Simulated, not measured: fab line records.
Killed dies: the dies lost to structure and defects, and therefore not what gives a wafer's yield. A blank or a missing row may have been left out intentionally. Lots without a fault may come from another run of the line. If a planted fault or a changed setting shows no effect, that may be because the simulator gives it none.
Matching of chambers | flow gf180mcu | cmp-01 running GF_V4_CMP_04: 4 sister chambers
The step polishes SiO2. 4 wafers are shown with their chamber, then 12 later ones without.

WAFERS WITH THEIR CHAMBER
wafer  | chamber | motor-current-A (A)
L088.4 | 2       | 13.4
L089.3 | 1       | 12.1
L090.1 | 0       | 10.9
L090.6 | 3       | 11.4

WAFERS WITH NO CHAMBER GIVEN
wafer  | motor-current-A (A)
L091.3 | 12.5
L091.4 | 10.7
L091.5 | 11.1
L092.3 | 11.0
L092.4 | 12.3
L092.6 | 11.7
L096.3 | 11.6
L096.4 | 10.9
L096.6 | 10.5
L097.1 | 12.6
L097.2 | 11.0
L097.4 | 12.9

THE CHAMBER EACH PASSED THROUGH
wafer  | from the rows above          | in truth
L091.3 | can't be placed: 1 or 2      | 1
L091.4 | can't be placed: 0 or 3      | 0
L091.5 | can't be placed: 0 or 3      | 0
L092.3 | can't be placed: 0 or 3      | 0
L092.4 | 1                            | 1
L092.6 | can't be placed: 3 or 1 or 0 | 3
L096.3 | can't be placed: 3 or 1 or 0 | 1
L096.4 | can't be placed: 0 or 3      | 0
L096.6 | can't be placed: 0 or 3      | 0
L097.1 | can't be placed: 1 or 2      | 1
L097.2 | can't be placed: 0 or 3      | 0
L097.4 | can't be placed: 2 or 1      | 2
Correctly placed: 1 of 12. From these rows, 11 cannot be placed; in 11 the true chamber is one of the candidates. 0 placed wrongly.
How it was worked out, from the rows above alone: a wafer's distance from a chamber is the root of the sum, over the readings, of the square of ((its reading less the chamber's mean) divided by the reading's scatter). If the next closest chamber is less than 2 further off than the closest, the wafer can't be placed; otherwise it belongs to the closest. For every chamber, the mean is computed from those of its wafers that are shown. The scatter: root of mean squared gap, hidden wafer to nearest shown wafer, with one shown wafer a chamber.
